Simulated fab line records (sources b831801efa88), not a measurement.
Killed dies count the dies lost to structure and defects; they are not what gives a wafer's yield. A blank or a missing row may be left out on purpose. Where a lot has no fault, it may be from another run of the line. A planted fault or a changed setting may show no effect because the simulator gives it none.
Which tool is to blame?	flow gf180mcu	14 lots, 42 wafers sampled, at 3 steps of a route of 602

WHAT EACH GAUGE READ, for each wafer
GF_PASSIVATION_THK_MEAS_01. Usual: PASSIVATION_CVD_00_THK gives 999 nm (standard deviation 11).
lot	measured	on	PASSIVATION_CVD_00_THK (nm)	flag
L448	day 28 05:17	film metro-01	996 1009 1006	
L449	day 28 13:11	film metro-03	982 967 985	
L450	day 28 23:43	film metro-04	988 1006 1002	
L453	day 29 17:13	film metro-04	988 990 1007	
L452	day 29 21:20	film metro-03	978 1001 1003	
L454	day 30 06:04	film metro-04	977 978 1019	
L455	day 30 07:32	film metro-01	1010 1013 1004	
L460	day 31 15:35	film metro-04	1003 995 999	
L461	day 32 00:14	film metro-01	1004 999 1021	
L464	day 32 19:20	film metro-01	1000 1018 1008	
L466	day 33 06:58	film metro-03	1000 1003 1012	
L468	day 33 17:12	film metro-04	986 992 999	
L469	day 33 22:32	film metro-04	995 993 1001	
L471	day 34 12:56	film metro-04	974 987 1017	

WHAT TOOL EACH LOT RAN ON (gives the tool, then ch and the chambers of the sampled wafers, and finally the start)
lot	GF_M1_SPUTTER_02	GF_TOP_METAL_SPUTTER_02
L448	pvd sputter-02, day 16 03:47	pvd sputter-01, day 27 08:14
L449	pvd sputter-03, day 16 14:23	pvd sputter-01, day 27 15:58
L450	pvd sputter-03, day 17 01:36	pvd sputter-04, day 28 03:08
L453	pvd sputter-03, day 18 00:20	pvd sputter-01, day 28 21:05
L452	pvd sputter-02, day 18 01:40	pvd sputter-02, day 29 01:39
L454	pvd sputter-04, day 18 14:02	pvd sputter-04, day 29 09:56
L455	pvd sputter-03, day 18 18:19	pvd sputter-04, day 29 12:22
L460	pvd sputter-03, day 20 12:11	pvd sputter-02, day 30 20:55
L461	pvd sputter-03, day 21 02:10	pvd sputter-04, day 31 06:08
L464	pvd sputter-04, day 21 23:37	pvd sputter-01, day 31 23:36
L466	pvd sputter-02, day 22 20:58	pvd sputter-01, day 32 13:40
L468	pvd sputter-04, day 23 11:10	pvd sputter-02, day 33 00:37
L469	pvd sputter-02, day 23 15:04	pvd sputter-02, day 33 05:34
L471	pvd sputter-03, day 24 13:46	pvd sputter-04, day 33 20:17
- GF_M1_SPUTTER_02: material AlCu, target thk 450 nm, time 23.9 s.
- GF_TOP_METAL_SPUTTER_02: material AlCu, target thk 900 nm, time 47.82 s.

AS READ BY THE TOOLS THEMSELVES (means over the sampled wafers that have a number; for cases with no such wafer, the mark the record gives instead)
GF_M1_SPUTTER_02. Usual: throttle valve pct reads 30.3 % (standard deviation 1.1).
lot	tool	throttle valve pct (%)	flag
L448	pvd sputter-02	29.9	
L449	pvd sputter-03	30.6	
L450	pvd sputter-03	30.4	
L453	pvd sputter-03	30.6	
L452	pvd sputter-02	30.6	
L454	pvd sputter-04	29.9	
L455	pvd sputter-03	30.1	
L460	pvd sputter-03	30.1	
L461	pvd sputter-03	30.5	
L464	pvd sputter-04	31.0	
L466	pvd sputter-02	30.5	
L468	pvd sputter-04	30.1	
L469	pvd sputter-02	29.9	
L471	pvd sputter-03	30.2	

GF_TOP_METAL_SPUTTER_02. Usual: throttle valve pct reads 29.8 % (standard deviation 1.4).
lot	tool	throttle valve pct (%)	flag
L448	pvd sputter-01	29.4	
L449	pvd sputter-01	29.9	
L450	pvd sputter-04	29.8	
L453	pvd sputter-01	29.7	
L452	pvd sputter-02	29.6	
L454	pvd sputter-04	30.0	
L455	pvd sputter-04	29.9	
L460	pvd sputter-02	29.4	
L461	pvd sputter-04	30.7	
L464	pvd sputter-01	29.9	
L466	pvd sputter-01	29.6	
L468	pvd sputter-02	29.4	
L469	pvd sputter-02	30.4	
L471	pvd sputter-04	29.9	

THE ANSWER, worked out from the rows above alone
Rule: lot off if the mean of its wafers having a number is beyond 3 standard deviations from the usual mean. A lot without any number at a reading at which 4 lots or more have one is off too. All remaining lots with rows at the step are treated as sound. First the gauges in route order, then the tools' own readings, where a lot's mean is used as printed above. At the first step where some lot is off, the reading lying furthest off is the one used; lots without a number count as furthest.
Nothing can be told from this: no lot is off at any reading shown.

WHAT THE SIMULATOR HAD INSERTED
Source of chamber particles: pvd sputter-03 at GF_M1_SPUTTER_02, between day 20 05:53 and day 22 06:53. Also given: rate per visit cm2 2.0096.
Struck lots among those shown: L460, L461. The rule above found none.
